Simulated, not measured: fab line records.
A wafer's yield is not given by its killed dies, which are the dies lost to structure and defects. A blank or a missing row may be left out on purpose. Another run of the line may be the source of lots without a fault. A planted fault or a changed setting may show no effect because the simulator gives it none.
fab line records	flow sky130
record lots=13	wafers=39	last-day=50
route steps=708 shown DNWELL@41 METAL4@632 VIA4@641 METAL5@661 PAD_OPEN@708
lots untouched by any fault: they come from a run of this same line in which no faults occurred
start-h: the number of hours between the record's first day and the start of the first shown wafer of the lot	wait-h: hours since the lot's step before	" identical to the entry in the row above	L1.1+2: several wafers, shown together as one row	- no value, or no start was given	* or withheld: withheld	< > ~ a bound
route shown NAME@n: NAME is a module with steps in the file, n the number in the route of the first one	usual: mean/standard deviation taken from wafers without a fault	same: alike in all rows	chamber/n: place in a boat	sites: readings site by site	_std_site: the values' standard deviation	_edge_site: the outer-site mean with the inner-site mean subtracted	radius-mm: for every site, how far away it sits from the centre of the wafer	mask NAME#n: copy n	behind: the tool/chamber that last shaped the wafer	hold: the reason the lot was held/the length of the hold in hours/how it ended	device: names the non-switching transistor (n, p or np)	end of line: the route-end tests of the same wafers	a step without rows: its recipe alone	killed: the dies lost at the first sort to structure and to defects; this is not the yield of the wafer	map: a wafer's dies, x killed, . not, _ none there
set.NAME: the setting as run; set.NAME@STEP: as run at that earlier step	model.NAME: the simulator's own value behind a step, which no gauge read
one table for each step of the route and one row for each wafer, over a sample of lots
services: a tool's chamber out of use, with start hour (start-h, from the record's first day; less than 0 if before it), hours out, and reason
## steps
# step SKY_DNWELL_DEVELOP_06
# recipe wall-angle-deg=90	developer=TMAH	develop-time-s=60	dev-temp-c=23
# usual resist-line-temp-C=22.98/0.1
lot.wafer	tool	chamber	start-h	wait-h	resist-line-temp-C
L235.2	litho-track-01	0	53	-	23.01
L235.4	"	0	"	"	22.96
L235.6	"	0	"	"	23.01
L236.1	litho-track-03	0	60	-	22.86
L236.3	"	0	"	"	22.94
L236.5	"	0	"	"	23.07
L237.1	litho-track-03	0	67	-	23.05
L237.5	"	0	"	"	23.04
L237.6	"	0	"	"	23.19
L240.3	litho-track-01	0	82	-	22.94
L240.4	"	0	83	-	22.90
L240.5	"	0	"	"	22.90
L241.1	litho-track-01	0	86	-	23.19
L241.4	"	0	"	"	23.02
L241.5	"	0	"	"	22.98
L244.1	litho-track-03	0	102	-	23.03
L244.5	"	0	"	"	23.12
L244.6	"	0	"	"	23.10
L245.1	litho-track-03	0	108	-	22.96
L245.3	"	0	"	"	22.95
L245.4	"	0	"	"	22.86
L248.3	litho-track-01	0	123	-	23.04
L248.4	"	0	"	"	23.05
L248.6	"	0	"	"	22.99
L249.3	litho-track-01	0	127	-	23.17
L249.4	"	0	"	"	22.93
L249.6	"	0	"	"	23.14
L250.1	litho-track-01	0	132	-	22.96
L250.3	"	0	"	"	23.01
L250.5	"	0	"	"	22.77
L251.2	litho-track-02	0	138	-	23.06
L251.3	"	0	"	"	23.16
L251.4	"	0	"	"	23.03
L255.1	litho-track-01	0	162	-	22.93
L255.5	"	0	"	"	22.98
L255.6	"	0	"	"	22.86
L256.2	litho-track-02	0	166	-	22.96
L256.4	"	0	"	"	22.98
L256.5	"	0	"	"	22.91
# step SKY_METAL4_ETCH_16
# recipe chemistry=N2/H2	target=BARC	ion-energy-ev=200	bias-w=100	pressure-mtorr=30	n2-flow-sccm=100	h2-flow-sccm=200	icp-w=500	stop-on=SiO2	time-s=88.2	target-depth-a=600
# usual drypump-motor-current-A=5.7/0.5	oes-product-au=0.626/0.0046	throttle-valve-pct=13.206/0.0089
lot.wafer	tool	chamber	start-h	wait-h	drypump-motor-current-A	oes-product-au	rf-hours-counter-h	throttle-valve-pct
L235.2	rie-metal-01	0	987.79	0.0	5.6	0.630	9	13.207
L235.4	"	0	"	"	5.6	0.622	-	13.223
L235.6	"	0	"	"	5.6	0.624	-	13.204
L236.1	rie-metal-04	1	993.44	0.0	5.8	0.621	16	13.209
L236.3	"	1	"	"	5.8	0.623	-	13.219
L236.5	"	0	"	"	5.1	0.627	-	13.209
L237.1	rie-metal-01	0	1007.13	0.0	5.6	0.615	10	13.202
L237.5	"	1	"	"	6.6	0.621	-	13.211
L237.6	"	0	"	"	5.6	0.626	-	13.199
L240.3	rie-metal-04	1	1022.86	0.0	5.8	0.630	-	13.209
L240.4	"	0	"	"	5.1	0.623	-	13.198
L240.5	"	1	"	"	5.8	0.628	-	13.206
L241.1	rie-metal-04	0	1027.34	0.0	5.1	0.624	12	13.214
L241.4	"	1	"	"	5.8	0.630	-	13.216
L241.5	"	0	"	"	5.1	0.624	-	13.218
L244.1	rie-metal-04	0	1052.53	0.0	5.1	0.620	13	13.207
L244.5	"	1	"	"	5.8	0.636	-	13.198
L244.6	"	0	"	"	5.1	0.620	-	13.220
L245.1	rie-metal-04	1	1056.58	0.0	5.8	0.622	19	13.218
L245.3	"	1	"	"	5.8	0.630	-	13.210
L245.4	"	0	"	"	5.1	0.619	-	13.198
L248.3	rie-metal-02	0	1069.67	0.0	5.3	0.628	-	13.225
L248.4	"	1	"	"	5.8	0.622	-	13.223
L248.6	"	0	"	"	5.3	0.628	-	13.196
L249.3	rie-metal-01	0	1072.61	0.0	5.6	0.626	-	13.207
L249.4	"	1	"	"	6.7	0.624	-	13.213
L249.6	"	1	"	"	6.6	0.627	-	13.198
L250.1	rie-metal-01	1	1079.53	0.0	6.7	0.622	19	13.203
L250.3	"	0	"	"	5.6	0.620	-	13.199
L250.5	"	1	"	"	6.7	0.624	-	13.226
L251.2	rie-metal-02	1	1085.73	0.0	5.8	0.627	2	13.215
L251.3	"	1	"	"	5.8	0.619	-	13.213
L251.4	"	0	"	"	5.3	0.627	-	13.198
L255.1	rie-metal-02	1	1112.59	0.0	5.8	0.627	4	13.185
L255.5	"	0	"	"	5.3	0.634	-	13.210
L255.6	"	1	"	"	5.8	0.616	-	13.200
L256.2	rie-metal-01	1	1120.30	0.0	6.6	0.621	22	13.193
L256.4	"	1	"	"	6.6	0.617	-	13.210
L256.5	"	0	"	"	5.6	0.626	-	13.205
# step SKY_VIA4_CMP_02
# recipe material=SiO2	down-force-psi=4	platen-rpm=60	pad-velocity-m-s=0.94248
# usual motor-current-A=12.8/1.1
lot.wafer	tool	chamber	start-h	wait-h	motor-current-A
L235.4	cmp-01	1	989.01	0.1	13.0
L235.2	"	2	"	"	13.1
L235.6	"	0	"	"	11.3
L236.3	cmp-01	2	994.67	0.1	12.4
L236.1	"	1	"	"	13.1
L236.5	"	2	"	"	12.6
L237.1	cmp-02	1	1008.36	0.1	12.5
L237.6	"	3	"	"	9.6
L237.5	"	0	"	"	14.8
L240.4	cmp-01	2	1024.18	0.0	12.7
L240.3	"	0	"	"	12.6
L240.5	"	3	"	"	12.9
L241.1	cmp-01	3	1028.64	0.1	13.8
L241.4	"	2	"	"	12.9
L241.5	"	3	"	"	13.0
L244.1	cmp-02	2	1053.82	0.1	12.1
L244.5	"	0	"	"	14.9
L244.6	"	1	"	"	12.4
L245.1	cmp-02	3	1057.74	0.1	10.6
L245.4	"	0	"	"	15.9
L245.3	"	1	"	"	13.0
L248.3	cmp-02	3	1070.86	0.1	10.4
L248.4	"	2	"	"	12.3
L248.6	"	3	"	"	11.0
L249.4	cmp-01	1	1073.71	0.0	12.7
L249.3	"	2	"	"	13.3
L249.6	"	2	"	"	12.6
L250.3	cmp-02	1	1080.66	0.0	12.4
L250.1	"	2	"	"	12.1
L250.5	"	1	"	"	12.3
L251.4	cmp-01	3	1087.20	0.4	12.6
L251.2	"	0	"	"	12.4
L251.3	"	2	"	"	13.2
L255.1	cmp-01	2	1113.99	0.1	13.8
L255.5	"	0	"	"	12.5
L255.6	"	1	"	"	13.7
L256.2	cmp-01	0	1121.76	0.1	11.9
L256.4	"	2	"	"	13.5
L256.5	"	0	"	"	12.0
# step SKY_METAL5_SPUTTER_00
# recipe material=Ti	target-thk-nm=15	power-w=3000	time-s=10	chamber-pressure-pa=0.4
# usual throttle-valve-pct=30.3/1.1
lot.wafer	tool	chamber	start-h	wait-h	throttle-valve-pct
L235.2	pvd-sputter-04	-	1013.68	0.2	30.5
L235.4	"	-	"	"	28.8
L235.6	"	-	"	"	28.5
L236.1	pvd-sputter-04	-	1019.49	0.1	30.3
L236.3	"	-	"	"	29.8
L236.5	"	-	"	"	30.5
L237.1	pvd-sputter-02	-	1032.64	0.1	28.9
L237.5	"	-	"	"	29.2
L237.6	"	-	"	"	29.6
L240.3	pvd-sputter-04	-	1047.90	0.2	30.5
L240.4	"	-	"	"	30.5
L240.5	"	-	"	"	30.2
L241.1	pvd-sputter-02	-	1052.39	0.1	29.9
L241.4	"	-	"	"	30.8
L241.5	"	-	"	"	29.8
L244.1	pvd-sputter-01	-	1077.22	0.1	31.8
L244.5	"	-	"	"	31.5
L244.6	"	-	"	"	31.7
L245.1	pvd-sputter-04	-	1081.26	0.1	30.4
L245.3	"	-	"	"	29.8
L245.4	"	-	"	"	28.8
L248.3	pvd-sputter-04	-	1093.38	0.1	28.7
L248.4	"	-	"	"	29.7
L248.6	"	-	"	"	29.0
L249.3	pvd-sputter-01	-	1098.37	0.1	29.2
L249.4	"	-	"	"	31.4
L249.6	"	-	"	"	29.1
L250.1	pvd-sputter-04	-	1102.94	0.1	28.9
L250.3	"	-	"	"	30.6
L250.5	"	-	"	"	30.9
L251.2	pvd-sputter-01	-	1109.34	0.2	32.0
L251.3	"	-	"	"	32.0
L251.4	"	-	"	"	31.4
L255.1	pvd-sputter-01	-	1135.16	0.1	29.2
L255.5	"	-	"	"	31.5
L255.6	"	-	"	"	29.1
L256.2	pvd-sputter-04	-	1141.64	0.1	29.1
L256.4	"	-	"	"	30.2
L256.5	"	-	"	"	29.9
# step SKY_PAD_OPEN_PROBE_99
# usual killed_at_M0_to_M3=45/6.9	killed_at_M4_up=3.1/1.7	killed-at-contacts=24/5.7	killed-at-front-end=15/4.6	killed-at-other=0.3/0.57	killed-dies=87/10	killed-on-rim=17/3.9	killed-open=48/7.4	killed-short=39/6.7
# same gross-dies=492	killed-at-back-side=0
lot.wafer	tool	chamber	start-h	wait-h	killed_at_M0_to_M3	killed_at_M4_up	killed-at-contacts	killed-at-front-end	killed-at-other	killed-dies	killed-on-rim	killed-open	killed-short
L244.1	prober-02	-	1139.85	0.1	41	4	25	422	0	492	96	46	32
L244.5	prober-02	-	1140.05	0.2	34	5	25	15	0	79	16	44	35
L244.6	prober-02	-	1140.10	0.2	48	2	20	17	0	87	18	48	39
L245.1	prober-01	-	1144.92	0.1	48	7	21	414	2	492	96	45	39
L245.3	prober-01	-	1145.02	0.2	44	0	22	11	0	77	13	40	37
L245.4	prober-01	-	1145.07	0.2	33	0	25	434	0	492	96	43	28
L248.3	prober-01	-	1155.75	0.2	44	6	25	13	1	89	17	47	42
L248.4	prober-01	-	1155.80	0.2	40	1	27	26	0	94	13	54	40
L248.6	prober-01	-	1155.90	0.2	37	2	20	10	0	69	14	47	22
L249.3	prober-01	-	1159.27	0.2	41	3	24	26	1	95	22	48	47
L249.4	prober-01	-	1159.32	0.2	44	5	22	12	1	84	16	39	45
L249.6	prober-01	-	1159.42	0.2	59	2	20	17	0	98	20	58	40
# killed by level:class
L244.1 DNWELL:area-develop=414 VIA1:geometric-particle:open=13 CONTACT:geometric-particle:open=8 CONTACT:geometric-particle:short=6 VIA1:geometric-particle:short=6 METAL2:geometric-particle:short=6 VIA2:geometric-particle:open=6 LI_CONTACT:geometric-particle:open=5
L244.5 FIELD_ISO:geometric-particle:open=7 LI_CONTACT:geometric-particle:open=7 VIA1:geometric-particle:open=6 CONTACT:geometric-particle:open=6 METAL2:geometric-particle:short=6 VIA1:geometric-particle:short=5 VIA2:geometric-particle:open=5 LI_CONTACT:geometric-particle:short=4
L244.6 VIA1:geometric-particle:open=11 METAL1:geometric-particle:short=7 VIA3:geometric-particle:open=7 LI_CONTACT:geometric-particle:open=6 CONTACT:geometric-particle:open=6 FIELD_ISO:geometric-particle:short=5 FIELD_ISO:geometric-particle:open=5 METAL2:geometric-particle:short=5
L245.1 DNWELL:area-develop=408 METAL2:geometric-particle:short=10 VIA1:geometric-particle:open=7 VIA3:geometric-particle:open=7 LI_CONTACT:geometric-particle:open=6 CONTACT:geometric-particle:open=6 METAL4:geometric-particle:short=6 METAL3:geometric-particle:short=5
L245.3 VIA1:geometric-particle:open=9 LI_CONTACT:geometric-particle:open=8 VIA2:geometric-particle:open=8 LOCAL_INTERCONNECT:geometric-particle:short=6 METAL1:geometric-particle:short=6 VIA3:geometric-particle:open=6 POLY_GATE:geometric-particle:short=5 CONTACT:geometric-particle:open=5
L245.4 DNWELL:area-develop=421 CONTACT:geometric-particle:open=12 LI_CONTACT:geometric-particle:open=6 METAL1:geometric-particle:short=6 VIA1:geometric-particle:open=6 LI_CONTACT:geometric-particle:short=4 VIA2:geometric-particle:short=4 VIA3:geometric-particle:open=4
L248.3 VIA1:geometric-particle:open=11 CONTACT:geometric-particle:open=9 LOCAL_INTERCONNECT:geometric-particle:short=7 VIA3:geometric-particle:open=7 CONTACT:geometric-particle:short=6 METAL2:geometric-particle:short=6 FIELD_ISO:geometric-particle:open=5 METAL4:geometric-particle:short=5
L248.4 CONTACT:geometric-particle:open=13 FIELD_ISO:geometric-particle:short=8 VIA1:geometric-particle:open=8 VIA2:geometric-particle:open=8 FIELD_ISO:geometric-particle:open=7 VIA1:geometric-particle:short=6 POLY_GATE:geometric-particle:short=5 LI_CONTACT:geometric-particle:open=5
L248.6 CONTACT:geometric-particle:open=10 VIA1:geometric-particle:open=10 VIA2:geometric-particle:open=7 LI_CONTACT:geometric-particle:open=5 VIA1:geometric-particle:short=5 VIA3:geometric-particle:open=5 METAL3:geometric-particle:short=3 LOCAL_INTERCONNECT:geometric-particle:short=3
L249.3 POLY_GATE:geometric-particle:short=10 VIA1:geometric-particle:open=10 FIELD_ISO:geometric-particle:open=6 METAL1:geometric-particle:short=6 LI_CONTACT:geometric-particle:open=6 CONTACT:geometric-particle:open=6 VIA2:geometric-particle:open=5 LI_CONTACT:geometric-particle:short=4
L249.4 VIA1:geometric-particle:open=11 CONTACT:geometric-particle:short=8 METAL1:geometric-particle:short=6 METAL2:geometric-particle:short=5 CONTACT:geometric-particle:open=5 VIA3:geometric-particle:open=5 LI_CONTACT:geometric-particle:open=4 VIA2:geometric-particle:short=4
L249.6 VIA1:geometric-particle:open=16 METAL2:geometric-particle:short=13 LI_CONTACT:geometric-particle:open=7 CONTACT:geometric-particle:open=7 VIA2:geometric-particle:open=6 FIELD_ISO:geometric-particle:short=5 VIA3:geometric-particle:open=5 FIELD_ISO:geometric-particle:open=4
## services
tool	chamber	start-h	hours	kind
cmp-01	-	51.60	1.4	repair
cmp-01	-	58.21	0.6	repair
cmp-01	-	64.15	4.0	pm
cmp-01	-	181.05	4.5	pm
cmp-01	-	199.02	3.3	repair
cmp-01	-	231.90	1.5	repair
cmp-01	-	336.51	3.1	repair
cmp-01	-	378.26	5.9	pm
cmp-01	-	404.33	4.0	pm
cmp-01	-	420.14	3.1	repair
cmp-01	-	525.95	0.5	repair
cmp-01	-	530.56	1.4	repair
cmp-01	-	552.48	1.4	repair
cmp-01	-	586.65	0.9	repair
cmp-01	-	736.00	1.0	repair
cmp-01	-	744.33	4.0	pm
cmp-01	-	748.33	7.8	pm
cmp-01	-	837.09	6.3	pm
cmp-01	-	846.65	2.5	repair
cmp-01	-	851.60	1.3	repair
cmp-01	-	913.18	1.4	repair
cmp-01	-	1056.83	1.6	repair
cmp-01	-	1068.69	2.5	repair
cmp-01	-	1083.20	4.0	pm
## key
first-sign step=SKY_PAD_OPEN_PROBE_99	reading=killed-at-front-end	direction=up	sigmas=88	usual=15	struck=423
effect step=SKY_PAD_OPEN_PROBE_99	reading=killed-dies	direction=up	sigmas=40	usual=87	struck=492
more-kills-born-at SKY_DNWELL_DEVELOP_06@litho-track-03=1243
met-at SKY_DNWELL_DEVELOP_06
struck-lots L244,L245
struck-wafers L244.1,L245.1,L245.4
tester-left-out L244,L245
not-acting-at SKY_METAL4_ETCH_16,SKY_VIA4_CMP_02,SKY_METAL5_SPUTTER_00
onset-between 67 102
fault kind=process-parameter-drift	tool=litho-track-03	chamber=-	onset-h=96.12	steps=SKY_DNWELL_DEVELOP_06	channel=develop-time-s	offset=*	shape=step	end-h=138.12	scope=struck-wafers-only	acts-in=*	stated=*
# tester-left-out: of these lots the tester's yield and bins aren't shown, on N5 and GAA mostly nor the transistor test; their killed dies are dies lost to structure and defects alone, not to doping, threshold or leakage, so they don't give the yield
